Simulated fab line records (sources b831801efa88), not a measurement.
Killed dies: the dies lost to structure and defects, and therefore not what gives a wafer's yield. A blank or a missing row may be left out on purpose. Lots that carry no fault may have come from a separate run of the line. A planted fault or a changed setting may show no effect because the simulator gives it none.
fab line records -- flow sfq-line
[record] lots = 14, wafers = 42, last-day = 83
route steps=325 shown JJ@182 I5@237 I6@276
lots that met no fault: from a run of the same line without faults
start-h: the number of hours between the record's first day and the start of the first shown wafer of the lot -- wait-h: time in hours since the lot's previous step -- " identical to the entry in the row above -- L1.1+2: several wafers, shown together as one row -- - no value, or no start given -- * or withheld: withheld -- < > ~ a bound
route shown NAME@n: a module of which the file shows steps, and the number in the route of the first -- usual: mean/standard deviation of fault-free wafers -- same: alike in all rows -- chamber/n: place in a boat -- sites: each site's reading -- _std_site: their standard deviation -- _edge_site: inner sites' mean taken away from outer sites' mean -- radius-mm: how far each site lies from the wafer's centre -- mask NAME#n: copy n -- behind: tool/chamber where the wafer was last shaped -- hold: why the lot was held/for how many hours/how that ended -- device: transistor that didn't switch, given as n, p or np -- end of line: tests run on the same wafers once the route is complete -- for a step that has no rows: nothing shown but its recipe -- killed: not the wafer's yield, but the dies lost to structure and defects at the first sort -- map: a wafer's dies, marking killed ones x, the rest . and places with no die _
set.NAME: the setting as run; set.NAME@STEP: as run at that earlier step -- model.NAME: the simulator's own value behind a step, which no gauge read
route steps across a sampled set of lots; one table per step, one row per wafer
services: from which hour (start-h, from the record's first day; less than 0 if before it) a tool's chamber was out of use, for how many hours, and why
[[steps]]
[step SFQ_TRILAYER_JJ_TRILAYER_DEP_SPUTTER_112]
[recipe] material = Nb, base-pressure-pa = 1.33e-06, chamber-pressure-pa = 0.1333, substrate-temp-c = 20, target-thk-nm = 170, power-w = 2000, time-s = 113.3
[usual] throttle-valve-pct = 29.7/1.1
lot.wafer,tool,chamber,start-h,wait-h,throttle-valve-pct
L874.1,pvd-sputter-06,-,950.58,0.5,28.9
L874.2,pvd-sputter-06,-,950.58,0.5,30.6
L874.4,pvd-sputter-06,-,950.58,0.5,30.7
L875.1,pvd-sputter-06,-,1057.04,0.5,30.8
L875.3,pvd-sputter-06,-,1057.04,0.5,28.0
L875.4,pvd-sputter-06,-,1057.04,0.5,28.8
L877.4,pvd-sputter-04,-,1063.15,0.5,31.4
L877.5,pvd-sputter-04,-,1063.15,0.5,29.8
L877.6,pvd-sputter-04,-,1063.15,0.5,28.9
L883.2,pvd-sputter-06,-,1249.11,0.5,27.9
L883.4,pvd-sputter-06,-,1249.11,0.5,28.3
L883.6,pvd-sputter-06,-,1249.11,0.5,30.7
L884.4,pvd-sputter-06,-,1255.79,0.5,28.9
L884.5,pvd-sputter-06,-,1255.79,0.5,28.8
L884.6,pvd-sputter-06,-,1255.79,0.5,27.9
L885.3,pvd-sputter-06,-,1338.47,0.5,28.4
L885.5,pvd-sputter-06,-,1338.47,0.5,27.9
L885.6,pvd-sputter-06,-,1338.47,0.5,31.0
L887.4,pvd-sputter-05,-,1351.79,0.5,30.1
L887.5,pvd-sputter-05,-,1351.79,0.5,29.9
L887.6,pvd-sputter-05,-,1351.79,0.5,31.2
L888.1,pvd-sputter-06,-,1357.82,0.5,30.6
L888.4,pvd-sputter-06,-,1357.82,0.5,28.1
L888.6,pvd-sputter-06,-,1357.82,0.5,30.8
L889.1,pvd-sputter-04,-,1364.12,0.5,31.7
L889.3,pvd-sputter-04,-,1364.12,0.5,30.6
L889.5,pvd-sputter-04,-,1364.12,0.5,30.5
L890.2,pvd-sputter-05,-,1366.32,0.5,30.0
L890.4,pvd-sputter-05,-,1366.32,0.5,30.1
L890.6,pvd-sputter-05,-,1366.32,0.5,30.2
L891.2,pvd-sputter-04,-,1373.06,0.5,29.7
L891.3,pvd-sputter-04,-,1373.06,0.5,30.4
L891.4,pvd-sputter-04,-,1373.06,0.5,31.6
L893.1,pvd-sputter-04,-,1529.76,0.5,29.8
L893.2,pvd-sputter-04,-,1529.76,0.5,31.8
L893.4,pvd-sputter-04,-,1529.76,0.5,30.8
L894.2,pvd-sputter-04,-,1542.54,0.5,30.6
L894.3,pvd-sputter-04,-,1542.54,0.5,29.6
L894.6,pvd-sputter-04,-,1542.54,0.5,29.8
L896.1,pvd-sputter-04,-,1556.94,0.5,30.5
L896.3,pvd-sputter-04,-,1556.94,0.5,28.9
L896.4,pvd-sputter-04,-,1556.94,0.5,31.5
[step SFQ_JJ_RS_MEAS_929]
[recipe] thk-meas-gauge = four-point-probe, reads = Nb_of_TRILAYER_JJ_TRILAYER_DEP_SPUTTER_112
[usual] JJ_NB_RS = 1.046/0.011
lot.wafer,tool,chamber,start-h,wait-h,JJ_NB_RS[ohm/sq]
L874.1,film-metro-01,-,950.66,0.0,1.045
L874.2,film-metro-01,-,950.66,0.0,1.053
L874.4,film-metro-01,-,950.66,0.0,1.057
L875.1,film-metro-02,-,1057.12,0.0,1.054
L875.3,film-metro-02,-,1057.12,0.0,1.041
L875.4,film-metro-02,-,1057.12,0.0,1.056
L877.4,film-metro-02,-,1063.29,0.1,1.042
L877.5,film-metro-02,-,1063.29,0.1,1.030
L877.6,film-metro-02,-,1063.29,0.1,1.027
L883.2,film-metro-01,-,1249.21,0.1,1.050
L883.4,film-metro-01,-,1249.21,0.1,0.886
L883.6,film-metro-01,-,1249.21,0.1,1.045
L884.4,film-metro-01,-,1255.93,0.1,0.869
L884.5,film-metro-01,-,1255.93,0.1,0.871
L884.6,film-metro-01,-,1255.93,0.1,1.048
L885.3,film-metro-04,-,1338.59,0.1,1.060
L885.5,film-metro-04,-,1338.59,0.1,1.047
L885.6,film-metro-04,-,1338.59,0.1,1.040
L887.4,film-metro-04,-,1351.93,0.1,1.019
L887.5,film-metro-04,-,1351.93,0.1,1.042
L887.6,film-metro-04,-,1351.93,0.1,1.042
L888.1,film-metro-04,-,1357.90,0.0,1.047
L888.4,film-metro-04,-,1357.90,0.0,1.041
L888.6,film-metro-04,-,1357.90,0.0,1.040
L889.1,film-metro-02,-,1364.20,0.0,1.059
L889.3,film-metro-02,-,1364.20,0.0,1.037
L889.5,film-metro-02,-,1364.20,0.0,1.034
L890.2,film-metro-04,-,1366.42,0.1,1.065
L890.4,film-metro-04,-,1366.42,0.1,1.070
L890.6,film-metro-04,-,1366.42,0.1,1.049
L891.2,film-metro-02,-,1373.16,0.1,1.050
L891.3,film-metro-02,-,1373.16,0.1,1.019
L891.4,film-metro-02,-,1373.16,0.1,1.056
L893.1,film-metro-04,-,1529.84,0.0,1.055
L893.2,film-metro-04,-,1529.84,0.0,1.067
L893.4,film-metro-04,-,1529.84,0.0,1.051
L894.2,film-metro-02,-,1542.64,0.1,1.065
L894.3,film-metro-02,-,1542.64,0.1,1.055
L894.6,film-metro-02,-,1542.64,0.1,1.057
L896.1,film-metro-01,-,1557.02,0.0,1.039
L896.3,film-metro-01,-,1557.02,0.0,1.043
L896.4,film-metro-01,-,1557.02,0.0,1.055
[step SFQ_TRILAYER_I5_ETCH_VIA_ETCH_147]
[recipe] stop-on = Nb, mask-material = PR, chemistry = CHF3, target-depth-nm = 360, source-w = 500, bias-w = 80, pressure-mtorr = 30, time-s = withheld
[usual] drypump-motor-current-A = 5.8/0.4, oes-product-au = 0.990/0.0055
lot.wafer,tool,chamber,start-h,wait-h,drypump-motor-current-A,oes-product-au
L874.1,rie-diel-01,0,1416.39,0.0,5.4,0.998
L874.2,rie-diel-01,1,1416.39,0.0,5.4,0.986
L874.4,rie-diel-01,2,1416.39,0.0,5.3,0.986
L875.1,rie-diel-03,0,1422.39,0.0,5.2,0.987
L875.3,rie-diel-03,1,1422.39,0.0,5.6,0.980
L875.4,rie-diel-03,3,1422.39,0.0,6.2,0.995
L877.4,rie-diel-01,3,1430.75,0.0,6.3,0.988
L877.5,rie-diel-01,0,1430.75,0.0,5.4,0.996
L877.6,rie-diel-01,3,1430.75,0.0,6.3,0.988
L883.2,rie-diel-01,3,1556.13,0.0,6.3,0.999
L883.4,rie-diel-01,1,1556.13,0.0,5.4,0.989
L883.6,rie-diel-01,1,1556.13,0.0,5.4,0.995
L884.4,rie-diel-03,3,1558.53,0.0,6.2,0.989
L884.5,rie-diel-03,3,1558.53,0.0,6.2,0.992
L884.6,rie-diel-03,2,1558.53,0.0,6.1,0.993
L885.3,rie-diel-04,0,1626.68,0.0,5.5,0.979
L885.5,rie-diel-04,1,1626.68,0.0,6.2,0.990
L885.6,rie-diel-04,0,1626.68,0.0,5.4,0.986
L887.4,rie-diel-04,1,1629.08,0.0,6.3,0.994
L887.5,rie-diel-04,2,1629.08,0.0,6.2,0.993
L887.6,rie-diel-04,3,1629.08,0.0,5.6,0.996
L888.1,rie-diel-04,3,1637.48,0.0,5.6,0.988
L888.4,rie-diel-04,1,1637.48,0.0,6.3,0.984
L888.6,rie-diel-04,2,1637.48,0.0,6.2,0.987
L889.1,rie-diel-04,1,1642.28,0.0,6.3,0.997
L889.3,rie-diel-04,0,1642.28,0.0,5.5,0.983
L889.5,rie-diel-04,2,1642.28,0.0,6.2,0.989
L890.2,rie-diel-01,1,1647.08,0.0,5.4,0.984
L890.4,rie-diel-01,3,1647.08,0.0,6.2,0.989
L890.6,rie-diel-01,1,1647.08,0.0,5.4,0.983
L891.2,rie-diel-04,0,1653.08,0.0,5.5,0.981
L891.3,rie-diel-04,2,1653.08,0.0,6.2,0.985
L891.4,rie-diel-04,3,1653.08,0.0,5.6,0.988
L893.1,rie-diel-04,1,1666.13,0.0,6.3,0.988
L893.2,rie-diel-04,2,1666.13,0.0,6.2,0.985
L893.4,rie-diel-04,0,1666.13,0.0,5.4,0.984
L894.2,rie-diel-04,3,1673.33,0.0,5.6,0.986
L894.3,rie-diel-04,2,1673.33,0.0,6.2,0.982
L894.6,rie-diel-04,2,1673.33,0.0,6.2,0.985
L896.1,rie-diel-01,1,1689.06,0.0,5.4,0.987
L896.3,rie-diel-01,0,1689.06,0.0,5.4,1.005
L896.4,rie-diel-01,3,1689.06,0.0,6.3,0.990
[step SFQ_I6_OVL_MEAS_942]
[usual] I6_OVL = 1/6
lot.wafer,tool,chamber,start-h,wait-h,I6_OVL[nm]
L874.1,overlay-01,-,1472.18,0.1,-5
L874.2,overlay-01,-,1472.18,0.1,-1
L874.4,overlay-01,-,1472.18,0.1,-7
L875.1,overlay-02,-,1473.38,0.1,-9
L875.3,overlay-02,-,1473.38,0.1,-8
L875.4,overlay-02,-,1473.38,0.1,-8
L877.4,overlay-02,-,1475.80,0.1,-2
L877.5,overlay-02,-,1475.80,0.1,0
L877.6,overlay-02,-,1475.80,0.1,-4
L883.2,overlay-02,-,1661.71,0.1,2
L883.4,overlay-02,-,1661.71,0.1,5
L883.6,overlay-02,-,1661.71,0.1,10
L884.4,overlay-01,-,1666.43,0.1,4
L884.5,overlay-01,-,1666.43,0.1,0
L884.6,overlay-01,-,1666.43,0.1,-3
L885.3,overlay-01,-,1704.34,0.1,13
L885.5,overlay-01,-,1704.34,0.1,11
L885.6,overlay-01,-,1704.34,0.1,13
L887.4,overlay-02,-,1740.09,0.1,0
L887.5,overlay-02,-,1740.09,0.1,-6
L887.6,overlay-02,-,1740.09,0.1,-9
L888.1,overlay-01,-,1756.16,0.1,2
L888.4,overlay-01,-,1756.16,0.1,7
L888.6,overlay-01,-,1756.16,0.1,2
L889.1,overlay-01,-,1763.36,0.1,-2
L889.3,overlay-01,-,1763.36,0.1,-1
L889.5,overlay-01,-,1763.36,0.1,6
L890.2,overlay-01,-,1769.88,0.1,8
L890.4,overlay-01,-,1769.88,0.1,1
L890.6,overlay-01,-,1769.88,0.1,5
L891.2,overlay-01,-,1774.59,0.1,-3
L891.3,overlay-01,-,1774.59,0.1,-3
L891.4,overlay-01,-,1774.59,0.1,-3
L893.1,overlay-02,-,1793.63,0.1,11
L893.2,overlay-02,-,1793.63,0.1,3
L893.4,overlay-02,-,1793.63,0.1,5
L894.2,overlay-02,-,1798.88,0.1,0
L894.3,overlay-02,-,1798.88,0.1,4
L894.6,overlay-02,-,1798.88,0.1,0
L896.1,overlay-02,-,1899.61,0.1,7
L896.3,overlay-02,-,1899.61,0.1,0
L896.4,overlay-02,-,1899.61,0.1,13
[step SFQ_TRILAYER_I6_VIA_STRIP_STRIP_173]
[recipe] gas = O2, power-w = 200, platen-temp-c = 40, overash-fraction = 0.65, chemistry = O2, pressure-mtorr = 50
[usual] drypump-motor-current-A = 6.0/0.58, he-backside-leak-sccm = 3.40/0.22, oes-product-au = 0.996/0.0079, platen-temp-c = 40.00/0.1
lot.wafer,tool,chamber,start-h,wait-h,drypump-motor-current-A,he-backside-leak-sccm,oes-product-au,platen-temp-c,rf-hours-counter-h
L874.1,rie-metal-04,0,1472.37,-,6.2,3.72,0.996,39.96,144
L874.2,rie-metal-04,1,1472.37,-,5.1,3.86,0.988,40.09,110
L874.4,rie-metal-04,0,1472.37,-,6.2,3.50,0.998,40.00,-
L875.1,rie-metal-02,1,1473.57,-,6.0,3.52,0.999,40.07,132
L875.3,rie-metal-02,1,1473.57,-,6.0,3.57,0.986,40.16,-
L875.4,rie-metal-02,0,1473.57,-,4.8,3.50,1.006,39.92,-
L877.4,rie-metal-04,0,1476.17,-,6.2,3.55,0.988,39.99,-
L877.5,rie-metal-04,0,1476.17,-,6.2,3.57,0.993,39.96,-
L877.6,rie-metal-04,1,1476.17,-,5.0,3.75,0.986,40.03,-
L883.2,rie-metal-03,0,1661.89,-,6.3,3.40,0.993,40.15,58
L883.4,rie-metal-03,1,1661.89,-,6.4,3.40,0.989,40.08,-
L883.6,rie-metal-03,0,1661.89,-,6.3,3.24,0.998,39.98,-
L884.4,rie-metal-03,0,1666.80,-,6.3,3.49,1.001,39.82,-
L884.5,rie-metal-03,1,1666.80,-,6.5,3.23,1.001,40.02,-
L884.6,rie-metal-03,0,1666.80,-,6.3,3.47,1.000,40.03,-
L885.3,rie-metal-03,0,1704.72,-,6.3,3.27,0.994,39.98,-
L885.5,rie-metal-03,0,1704.72,-,6.3,3.17,0.995,40.01,-
L885.6,rie-metal-03,1,1704.72,-,6.4,3.21,0.991,40.00,-
L887.4,rie-metal-03,0,1740.46,-,6.3,3.18,1.012,39.96,-
L887.5,rie-metal-03,1,1740.46,-,6.5,3.38,0.992,40.10,-
L887.6,rie-metal-03,0,1740.46,-,6.3,3.45,1.011,39.95,-
L888.1,rie-metal-03,0,1756.34,-,6.3,3.22,1.001,39.91,71
L888.4,rie-metal-03,0,1756.34,-,6.3,2.97,1.012,39.90,-
L888.6,rie-metal-03,1,1756.34,-,6.5,3.34,1.001,40.09,-
L889.1,rie-metal-04,0,1763.54,-,6.2,3.11,0.994,39.90,39
L889.3,rie-metal-04,0,1763.54,-,6.2,2.91,1.004,40.01,-
L889.5,rie-metal-04,0,1763.54,-,6.2,3.14,0.995,40.02,-
L890.2,rie-metal-02,0,1770.06,-,4.9,3.61,0.996,40.22,78
L890.4,rie-metal-02,0,1770.06,-,4.8,3.76,0.996,40.20,-
L890.6,rie-metal-02,0,1770.06,-,4.8,3.61,1.006,40.10,-
L891.2,rie-metal-04,0,1774.77,-,6.2,3.45,0.996,40.07,41
L891.3,rie-metal-04,0,1774.77,-,6.2,3.59,0.990,40.18,-
L891.4,rie-metal-04,1,1774.77,-,5.0,3.70,1.004,40.00,-
L893.1,rie-metal-03,1,1793.82,-,6.4,3.34,0.987,40.10,66
L893.2,rie-metal-03,0,1793.82,-,6.3,3.21,0.993,39.92,76
L893.4,rie-metal-03,1,1793.82,-,6.4,3.20,0.987,39.85,-
L894.2,rie-metal-03,1,1799.06,-,6.5,3.45,0.991,40.29,67
L894.3,rie-metal-03,0,1799.06,-,6.3,3.19,0.999,39.99,-
L894.6,rie-metal-03,1,1799.06,-,6.5,3.38,0.978,40.06,-
L896.1,rie-metal-04,0,1899.80,-,6.2,3.38,0.993,39.83,56
L896.3,rie-metal-04,1,1899.80,-,5.0,3.55,0.995,40.12,-
L896.4,rie-metal-04,0,1899.80,-,6.2,3.35,1.000,39.91,-
[[services]]
tool,chamber,start-h,hours,kind
rie-diel-04,-,937.97,2.8,pm
rie-diel-04,0,1021.38,9.0,repair
rie-diel-04,1,1033.94,3.1,repair
rie-diel-04,1,1041.19,5.1,repair
rie-diel-04,1,1061.30,10.9,repair
rie-diel-04,0,1099.87,4.4,repair
rie-metal-03,1,1107.29,2.8,repair
rie-diel-04,3,1115.59,3.8,repair
rie-diel-04,3,1274.97,4.0,repair
rie-diel-04,2,1289.45,7.5,repair
rie-metal-03,0,1293.40,11.5,repair
rie-metal-03,0,1311.34,7.3,repair
rie-metal-03,1,1316.08,4.3,repair
rie-diel-04,1,1416.41,38.6,repair
rie-metal-03,-,1424.60,14.6,pm
rie-diel-04,-,1479.28,0.6,repair
rie-diel-04,2,1506.43,2.4,repair
rie-metal-03,-,1507.12,5.0,repair
rie-diel-04,-,1574.72,1.0,repair
rie-metal-03,-,1622.55,1.4,pm
rie-metal-03,-,1671.23,2.8,pm
rie-diel-04,2,1703.57,8.0,repair
rie-diel-04,3,1738.62,27.3,repair
rie-metal-03,-,1809.05,0.3,repair
[[key]]
[first-sign] step = SFQ_JJ_RS_MEAS_929, reading = JJ_NB_RS, direction = down, sigmas = 16, usual = 1.046, struck = 0.875
effect none on later readings
met-at SFQ_TRILAYER_JJ_TRILAYER_DEP_SPUTTER_112
struck-lots L883,L884
struck-wafers L883.4,L884.4,L884.5
not-acting-at SFQ_TRILAYER_I5_ETCH_VIA_ETCH_147,SFQ_I6_OVL_MEAS_942,SFQ_TRILAYER_I6_VIA_STRIP_STRIP_173
onset-between 1057.04 1249.11
[fault] kind = process-parameter-drift, tool = pvd-sputter-06, chamber = -, onset-h = 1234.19, steps = SFQ_TRILAYER_JJ_TRILAYER_DEP_SPUTTER_112, channel = time-s, offset = *, shape = step, end-h = 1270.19, scope = struck-wafers-only, acts-in = *, stated = *
